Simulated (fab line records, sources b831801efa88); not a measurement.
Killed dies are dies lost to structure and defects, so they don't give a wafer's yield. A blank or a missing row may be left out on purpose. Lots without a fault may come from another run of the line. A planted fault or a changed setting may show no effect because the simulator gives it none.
fab line records | flow sky130
record lots=6 wafers=18 last_day=50
route steps=708 shown FIELD_ISO@1 PAD_OPEN@708
lots that met no fault: from a run of the same line without faults
start_h: hours from the record's first day to the start of the lot's first wafer shown | wait_h: hours since the lot's step before | " the same as in the row above | L1.1+2: a row that stands for several wafers | - no value, or no start given | * or withheld: withheld | < > ~ a bound
route shown NAME@n: a module of which the file shows steps, and the number in the route of the first | usual: mean/standard deviation of fault-free wafers | same: alike in all rows | chamber/n: place in a boat | sites: the reading at each site | _std_site: their standard deviation | _edge_site: outer sites' mean less inner sites' | radius_mm: how far each site lies from the wafer's centre | mask NAME#n: copy n | behind: the tool/chamber that last shaped the wafer | hold: why the lot was held/for how many hours/how that ended | device: the transistor (n, p or np) that didn't switch | end of line: the same wafers' tests at the end of the route | a step without rows: its recipe alone | killed: dies lost to structure and defects at the first sort, not the wafer's yield | map: a wafer's dies, x killed, . not, _ none there
set.NAME: the setting as run; set.NAME@STEP: as run at that earlier step | model.NAME: the simulator's own value behind a step, which no gauge read
lots at some steps of the route; a table a step, a row a wafer
services: from which hour (start_h, from the record's first day; less than 0 if before it) a tool's chamber was out of use, for how many hours, and why
## steps
# step SKY_FIELD_ISO_BOW_MEAS_00
# recipe mode=bow
# usual INCOMING_BOW=1/5.9
# columns lot.wafer tool chamber start_h wait_h INCOMING_BOW[um]
L618.1 film_metro-01 - 10.00 - 5
L618.5 " - " " 8
L618.6 " - " " -3
L621.2 film_metro-03 - 25.02 - -1
L621.3 " - " " -2
L621.4 " - " " 7
L622.4 film_metro-04 - 30.06 - 3
L622.5 " - " " -10
L622.6 " - " " -1
L636.1 film_metro-01 - 100.00 - -7
L636.2 " - " " -13
L636.6 " - " " -2
L640.2 film_metro-04 - 120.02 - -5
L640.4 " - " " 7
L640.6 " - " " 0
L641.4 film_metro-01 - 125.06 - 0
L641.5 " - " " 7
L641.6 " - " " -2
# step SKY_FIELD_ISO_OXIDATION_01
# recipe temp_c=900 ambient=O2 stabilise_s=600 purge_s=300 target_thk_a=120 ox_time_s=1843
# step SKY_FIELD_ISO_THK_MEAS_02
# recipe reads=SiO2_of_FIELD_ISO_OXIDATION_01
# usual FIELD_ISO_OXIDATION_00_THK=12.09/0.18
# columns lot.wafer tool chamber start_h wait_h FIELD_ISO_OXIDATION_00_THK[nm]
L618.1 film_metro-04 - 12.20 0.0 12.05
L618.5 " - " " 12.11
L618.6 " - " " 12.27
L621.2 film_metro-04 - 27.46 0.0 12.21
L621.3 " - " " 12.34
L621.4 " - " " 12.04
L622.4 film_metro-03 - 31.84 0.0 12.28
L622.5 " - " " 12.48
L622.6 " - " " 12.30
L636.1 film_metro-01 - 102.71 0.0 12.04
L636.2 " - " " 12.18
L636.6 " - " " 11.77
L640.2 film_metro-04 - 125.49 0.0 12.12
L640.4 " - " " 12.08
L640.6 " - " " 12.11
L641.4 film_metro-01 - 132.80 0.0 11.61
L641.5 " - " " 11.78
L641.6 " - " " 11.80
# step SKY_FIELD_ISO_CVD_03
# recipe material=Si3N4 precursor=DCS/NH3 target_thk_nm=165 temp_c=770 time_s=2830 pressure_mtorr=253.9
# step SKY_FIELD_ISO_THK_MEAS_04
# recipe reads=Si3N4_of_FIELD_ISO_CVD_03
# usual FIELD_ISO_CVD_03_THK=166.0/1.2
# columns lot.wafer tool chamber start_h wait_h FIELD_ISO_CVD_03_THK[nm]
L618.1 film_metro-03 - 14.12 0.0 166.9
L618.5 " - " " 166.3
L618.6 " - " " 167.0
L621.2 film_metro-03 - 29.36 0.1 166.0
L621.3 " - " " 166.5
L621.4 " - " " 165.5
L622.4 film_metro-04 - 33.69 0.0 166.8
L622.5 " - " " 167.9
L622.6 " - " " 168.2
L636.1 film_metro-03 - 105.05 0.0 166.7
L636.2 " - " " 167.8
L636.6 " - " " 167.6
L640.2 film_metro-03 - 127.34 0.0 166.1
L640.4 " - " " 165.5
L640.6 " - " " 167.4
L641.4 film_metro-04 - 134.64 0.0 165.3
L641.5 " - " " 166.5
L641.6 " - " " 166.8
# step SKY_FIELD_ISO_DEHYDRATE_05
# recipe temp_c=200 time_s=60
# step SKY_FIELD_ISO_HMDS_06
# recipe prime_time_s=60 prime_temp_c=120
# step SKY_FIELD_ISO_COAT_07
# recipe resist=BARC temp_c=withheld time_s=withheld spin_rpm=3000 resist_thk_nm=60
# step SKY_FIELD_ISO_COAT_08
# recipe resist=KrF-thick spin_rpm=3000 resist_thk_nm=450
# step SKY_FIELD_ISO_SOFTBAKE_09
# recipe temp_c=100 time_s=90 resist=KrF-thick
# usual heater_power_total_W=57.36/0.12 plate_temp_C=100.02/0.14
# columns lot.wafer tool chamber start_h wait_h heater_power_total_W plate_temp_C
L618.1 litho_track-04 0 21 - 57.53 100.10
L618.5 " 0 " " 57.56 100.02
L618.6 " 0 " " 57.26 99.94
L621.2 litho_track-02 0 36 - 54.45 96.35
L621.3 " 0 " " 54.62 96.41
L621.4 " 0 " " 54.44 96.55
L622.4 litho_track-02 0 41 - 54.44 96.30
L622.5 " 0 " " 54.49 96.27
L622.6 " 0 " " 54.60 96.15
L636.1 litho_track-02 0 114 - 57.48 100.12
L636.2 " 0 " " 57.31 100.23
L636.6 " 0 " " 57.37 100.08
L640.2 litho_track-01 0 136 - 57.53 100.11
L640.4 " 0 " " 57.12 100.15
L640.6 " 0 " " 57.46 99.99
L641.4 litho_track-01 0 143 - 57.27 99.73
L641.5 " 0 " " 57.58 99.76
L641.6 " 0 " " 57.33 99.90
# step SKY_FIELD_ISO_EXPOSE_10
# recipe mask_id=FOM na=0.68 source_shape=annular sigma_inner=0.4 sigma_outer=0.8 target_cd_nm=150 dose_mj=28
# step SKY_FIELD_ISO_PEB_11
# recipe peb_temp_c=withheld peb_time_s=withheld resist=KrF-thick
# step SKY_FIELD_ISO_DEVELOP_12
# recipe develop_time_s=60 resist=KrF-thick dev_temp_c=21
# columns lot.wafer tool chamber start_h wait_h model.KrF-thick_of_FIELD_ISO_COAT_08.thk_nm
L618.1+6 litho_track-02 0 - - 436.6
L618.5 " 0 " " 436.4
L621.2 litho_track-01 0 - - 439.5
L621.3 " 0 " " 440.4
L621.4 " 0 " " 439.3
L622.4 litho_track-02 0 - - 440.5
L622.5 " 0 " " 439
L622.6 " 0 " " 439.3
L636.1 litho_track-01 0 - - 438.2
L636.2 " 0 " " 439.1
L636.6 " 0 " " 437.2
L640.2 litho_track-02 0 - - 437.2
L640.4 " 0 " " 436.5
L640.6 " 0 " " 436.9
L641.4 litho_track-01 0 - - 436.7
L641.5 " 0 " " 437.5
L641.6 " 0 " " 436.5
# step SKY_FIELD_ISO_CD_MEAS_13
# recipe target_cd_nm=150
# usual cd_nm=150.1/1.6
# columns lot.wafer tool chamber start_h wait_h cd_nm
L618.1 cd_sem-02 - 29.35 - 153.0
L618.5 " - " " 152.4
L618.6 " - " " 153.5
L621.2 cd_sem-02 - 43.83 - 150.8
L621.3 " - " " 151.8
L621.4 " - " " 151.3
L622.4 cd_sem-02 - 48.11 - 152.8
L622.5 " - " " 154.2
L622.6 " - " " 152.9
L636.1 cd_sem-01 - 122.01 - 152.0
L636.2 " - " " 150.5
L636.6 " - " " 152.3
L640.2 cd_sem-02 - 145.32 - 150.1
L640.4 " - " " 149.3
L640.6 " - " " 147.6
L641.4 cd_sem-02 - 153.02 - 152.5
L641.5 " - " " 151.1
L641.6 " - " " 150.7
# step SKY_FIELD_ISO_ETCH_14
# recipe chemistry=N2/H2 target=BARC ion_energy_ev=200 source_w=500 bias_w=100 pressure_mtorr=30 n2_flow_sccm=100 h2_flow_sccm=200 stop_on=SiO2 time_s=45.9 target_depth_a=600
# usual drypump_motor_current_A=5.4/0.45 n2_flow_sccm=100.0/0.3 oes_product_au=0.855/0.0054 throttle_valve_pct=13.225/0.0092
# columns lot.wafer tool chamber start_h wait_h drypump_motor_current_A n2_flow_sccm oes_product_au rf_hours_counter_h throttle_valve_pct model.KrF-thick_of_FIELD_ISO_COAT_08.thk_nm
L618.1 rie_diel-01 2 29.47 0.1 5.9 100.4 0.861 71 13.220 393.9
L618.5 " 3 " " 5.0 100.0 0.852 - 13.221 392.6
L618.6 " 2 " " 5.9 100.2 0.855 - 13.225 393.2
L621.2 rie_diel-04 1 43.93 0.1 5.4 99.7 0.857 127 13.218 395.7
L621.3 " 2 " " 5.0 100.0 0.855 162 13.221 397.6
L621.4 " 0 " " 4.9 100.5 0.852 35 13.216 396.3
L622.4 rie_diel-01 3 48.17 0.0 5.0 100.0 0.856 48 13.227 397.4
L622.5 " 0 " " 5.4 99.2 0.859 - 13.231 396.1
L622.6 " 3 " " 5.0 99.8 0.867 - 13.224 396.2
L636.1 rie_diel-04 3 122.13 0.1 5.9 100.1 0.860 138 13.236 394.9
L636.2 " 0 " " 4.9 100.0 0.852 37 13.227 395.6
L636.6 " 3 " " 5.9 100.0 0.854 - 13.242 393.8
L640.2 rie_diel-04 0 145.42 0.1 4.8 99.3 0.862 38 13.218 393.4
L640.4 " 2 " " 5.0 100.2 0.846 0 13.229 393.4
L640.6 " 0 " " 4.8 99.4 0.860 - 13.231 393.4
L641.4 rie_diel-04 3 153.08 0.0 5.9 100.2 0.853 138 13.230 393.4
L641.5 " 3 " " 5.9 100.0 0.859 - 13.234 393.9
L641.6 " 2 " " 5.0 99.9 0.866 - 13.226 393.3
# step SKY_FIELD_ISO_ETCH_15
# recipe chemistry=CHF3/O2 target_depth_nm=180 stop_on=Si source_w=600 bias_w=200 pressure_mtorr=40 chf3_flow_sccm=50 O2_flow_sccm=5 time_s=72
# usual drypump_motor_current_A=5.4/0.45 oes_product_au=0.950/0.006 throttle_valve_pct=8.845/0.0096
# columns lot.wafer tool chamber start_h wait_h drypump_motor_current_A oes_product_au rf_hours_counter_h throttle_valve_pct
L618.1 rie_diel-01 2 29.51 0.0 5.9 0.956 71 8.839
L618.5 " 3 " " 5.0 0.949 - 8.851
L618.6 " 2 " " 5.9 0.953 - 8.826
L621.2 rie_diel-04 1 43.98 0.0 5.4 0.948 127 8.839
L621.3 " 2 " " 5.0 0.953 162 8.840
L621.4 " 0 " " 4.8 0.942 35 8.833
L622.4 rie_diel-01 3 48.21 0.0 5.0 0.950 48 8.850
L622.5 " 0 " " 5.4 0.961 - 8.853
L622.6 " 3 " " 5.0 0.959 - 8.836
L636.1 rie_diel-04 3 122.18 0.0 5.9 0.944 138 8.820
L636.2 " 0 " " 4.8 0.957 37 8.860
L636.6 " 3 " " 5.9 0.958 - 8.851
L640.2 rie_diel-04 0 145.46 0.0 4.8 0.952 38 8.862
L640.4 " 2 " " 5.0 0.945 0 8.845
L640.6 " 0 " " 4.8 0.952 - 8.858
L641.4 rie_diel-04 3 153.13 0.0 5.9 0.950 138 8.831
L641.5 " 3 " " 5.9 0.959 - 8.835
L641.6 " 2 " " 5.0 0.952 - 8.846
# step SKY_PAD_OPEN_PROBE_99
# usual killed_at_M0_to_M3=44/7.2 killed_at_M4_up=3.0/1.8 killed_at_contacts=24/5.4 killed_at_front_end=14/4.4 killed_at_other=0.4/0.64 killed_dies=86/9.4 killed_open=47/7.7 killed_short=39/5.8
# same gross_dies=492 killed_at_back_side=0
# columns lot.wafer tool chamber start_h wait_h killed_at_M0_to_M3 killed_at_M4_up killed_at_contacts killed_at_front_end killed_at_other killed_dies killed_open killed_short
L621.3 prober-01 - 1087.66 0.2 27 5 25 13 0 70 35 35
L622.4 prober-02 - 1089.56 0.2 47 7 16 16 0 86 43 43
L622.5 prober-02 - 1089.61 0.2 39 3 23 27 0 92 48 44
L622.6 prober-02 - 1089.66 0.2 28 3 28 19 0 78 51 27
# killed by level:class
L621.3 LI_CONTACT:geometric_particle:open=7 VIA1:geometric_particle:open=6 LI_CONTACT:geometric_particle:short=5 LOCAL_INTERCONNECT:geometric_particle:short=5 CONTACT:geometric_particle:open=5 METAL2:geometric_particle:short=5 FIELD_ISO:geometric_particle:open=4 METAL1:geometric_particle:open=3
L622.4 VIA2:geometric_particle:open=12 METAL2:geometric_particle:short=9 VIA1:geometric_particle:open=6 VIA3:geometric_particle:short=6 CONTACT:geometric_particle:open=6 POLY_GATE:geometric_particle:open=5 METAL1:geometric_particle:short=5 FIELD_ISO:geometric_particle:short=4
L622.5 POLY_GATE:geometric_particle:short=8 CONTACT:geometric_particle:open=8 VIA1:geometric_particle:open=8 VIA2:geometric_particle:open=8 FIELD_ISO:geometric_particle:short=7 METAL1:geometric_particle:short=6 POLY_GATE:geometric_particle:open=5 LI_CONTACT:geometric_particle:open=5
L622.6 VIA3:geometric_particle:open=11 CONTACT:geometric_particle:open=11 LI_CONTACT:geometric_particle:open=9 VIA1:geometric_particle:open=7 POLY_GATE:geometric_particle:open=5 POLY_GATE:geometric_particle:short=5 FIELD_ISO:geometric_particle:open=4 FIELD_ISO:geometric_particle:short=4
## services
# columns tool chamber start_h hours kind
rie_diel-01 3 2.83 7.9 repair
rie_diel-01 0 107.24 22.5 repair
rie_diel-04 2 115.17 - clean
rie_diel-04 2 115.17 21.7 scheduled_down
rie_diel-04 2 115.17 21.7 vent_cycle
rie_diel-01 3 137.68 6.5 repair
## key
first_sign step=SKY_FIELD_ISO_SOFTBAKE_09 reading=plate_temp_C direction=down sigmas=26 usual=* struck=*
effect step=SKY_FIELD_ISO_SOFTBAKE_09 reading=heater_power_total_W direction=down sigmas=24 usual=* struck=*
model_effect step=SKY_FIELD_ISO_DEVELOP_12 value=KrF-thick_of_FIELD_ISO_COAT_08.thk_nm without=437.4 struck=439.7
model_effect step=SKY_FIELD_ISO_ETCH_14 value=KrF-thick_of_FIELD_ISO_COAT_08.thk_nm without=394.2 struck=396.5
met_at SKY_FIELD_ISO_SOFTBAKE_09
struck_wafers L621.2,L621.3,L621.4,L622.4,L622.5,L622.6
tester_left_out L621,L622
fault kind=process_parameter_drift tool=litho_track-02 chamber=- onset_h=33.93 steps=SKY_FIELD_ISO_SOFTBAKE_09 channel=temp_c offset=* shape=step end_h=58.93 acts_in=* stated=*
# tester_left_out: of these lots the tester's yield and bins aren't shown, on N5 and GAA mostly nor the transistor test; their killed dies are dies lost to structure and defects alone, not to doping, threshold or leakage, so they don't give the yield
